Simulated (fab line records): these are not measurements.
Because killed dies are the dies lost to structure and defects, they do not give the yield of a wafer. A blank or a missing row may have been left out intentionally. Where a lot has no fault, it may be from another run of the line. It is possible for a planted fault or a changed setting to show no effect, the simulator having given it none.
Struck lot and sound lot, side by side + flow sfq-line + 15 steps out of a route of 325
Sound: these wafers, L514.2, L514.3, L514.5. Struck: wafer L520.5 (L520.1, L520.2, from the same lot, were not struck and are left out); the cause is given at the end.
For every step that has rows: the tool of each side, followed by ch and its chambers, followed by its first start. Under that, the readings that differ: sound wafers + struck wafers + difference of the means + sigmas: that difference in standard deviations of wafers without a fault.
alike: words and numbers the same on both sides, and readings whose means are apart by under 2 such deviations; not compared: readings that were withheld, readings missing a value for some wafer, numbers with overlapping values and no deviation given by the record, and bounds like >300 which may hide the same value.
The two part at a step that has a row with sigmas, a row that says differs or no value, or rows on one side only. Numbers that have no deviation but don't overlap get no sigmas and don't part them. A reading that every wafer of one side lacks parts them only if that side has two wafers or more.

first, 1 step without rows for these wafers: SFQ_TRILAYER_M0_STRIP_SOLV_CLEAN_026 (cleans in NMP, time 600 s).
SFQ_TRILAYER_I0_DEP_PECVD_027: deposits SiO2 from SiH4/N2O, time 111.11 s, target thk 500 nm.
  sound on pecvd-04 ch 1,2, day 11 00:42; struck on pecvd-02 ch 1, day 12 23:06
| reading                | sound          | struck | difference | sigmas |
|------------------------|----------------|--------|------------|--------|
| throttle-valve-pct (%) | 23.9 23.4 23.3 | 25.3   | +1.8       | +2     |
  alike: heater-power-w
SFQ_TRILAYER_I0_CMP_CMP_028: polishes SiO2.
  sound on cmp-01 ch 0,2,3, day 11 09:32; struck on cmp-02 ch 1, day 13 12:20
  alike: motor-current-A, time-to-endpoint-s
SFQ_I0_BOW_MEAS_907:
  sound on film-metro-03 at day 11 11:34; struck on film-metro-03 at day 13 12:50
  alike: I0_BOW
SFQ_TRILAYER_I0_METRO_MEASURE_029:
  sound on film-metro-03 at day 11 11:52; struck on film-metro-03 at day 13 12:58
  alike: thk-nm
then, 6 steps without rows for these wafers: SFQ_TRILAYER_I0_VIA_LITHO_COAT_036 (resist thk 62 nm); SFQ_TRILAYER_I0_VIA_LITHO_COAT_031 (resist thk 650 nm); SFQ_TRILAYER_I0_VIA_LITHO_SOFTBAKE_035; SFQ_TRILAYER_I0_VIA_LITHO_EXPOSE_032 (exposes mask I0, target cd 500 nm); SFQ_TRILAYER_I0_VIA_LITHO_PEB_034 (peb time 60 s); SFQ_TRILAYER_I0_VIA_LITHO_DEVELOP_033 (time 60 s).
-- the record jumps here: 5 days lie between the struck wafers' starts before and after --
SFQ_I0_OVL_MEAS_908:
  sound on overlay-02 at day 15 21:05; struck on overlay-02 at day 18 22:30
  alike: I0_OVL
SFQ_TRILAYER_I0_VIA_BARC_OPEN_VIA_ETCH_046: etches BARC in O2, target depth 125 nm, time 41.7 s.
  sound on rie-diel-01 ch 2,3, day 15 21:07; struck on rie-diel-01 ch 3, day 18 22:32
| reading                                                 | sound             | struck | difference | sigmas |
|---------------------------------------------------------|-------------------|--------|------------|--------|
| oes-product-au (a.u.)                                   | 0.677 0.679 0.679 | 0.628  | -0.050     | -11    |
| run-length-s (s)                                        | 69.5 69.5 69.6    | 78.7   | +9.2       | +20    |
| model.KrF_of_TRILAYER_I0_VIA_LITHO_COAT_031.thk-nm (nm) | 574.7 574.5 573.1 | 561.6  | -12.5      |        |
  alike: drypump-motor-current-A
  not compared: rf-hours-counter-h
SFQ_TRILAYER_I0_VIA_ETCH_VIA_ETCH_034: etches SiO2 in CHF3, stops on Nb, target depth 260 nm.
  sound on rie-diel-01 ch 2,3, day 15 21:09; struck on rie-diel-01 ch 3, day 18 22:35
| reading                                                 | sound           | struck | difference | sigmas |
|---------------------------------------------------------|-----------------|--------|------------|--------|
| model.KrF_of_TRILAYER_I0_VIA_LITHO_COAT_031.thk-nm (nm) | 529 529.6 527.8 | 517.4  | -11.4      |        |
  alike: drypump-motor-current-A, oes-product-au
SFQ_TRILAYER_I0_VIA_STRIP_STRIP_035: strips in O2.
  sound on rie-metal-04 ch 0,1, day 15 21:16; struck on rie-metal-01 ch 1, day 18 22:41
  alike: drypump-motor-current-A, oes-product-au
  not compared: rf-hours-counter-h

## WHERE THEY PART
At SFQ_TRILAYER_I0_DEP_PECVD_027 first; at SFQ_TRILAYER_I0_VIA_BARC_OPEN_VIA_ETCH_046 last (within this record only). Later steps at which nothing parts them and some readings are alike: SFQ_TRILAYER_I0_VIA_ETCH_VIA_ETCH_034, SFQ_TRILAYER_I0_VIA_STRIP_STRIP_035.

WHY: the cause the simulator had injected
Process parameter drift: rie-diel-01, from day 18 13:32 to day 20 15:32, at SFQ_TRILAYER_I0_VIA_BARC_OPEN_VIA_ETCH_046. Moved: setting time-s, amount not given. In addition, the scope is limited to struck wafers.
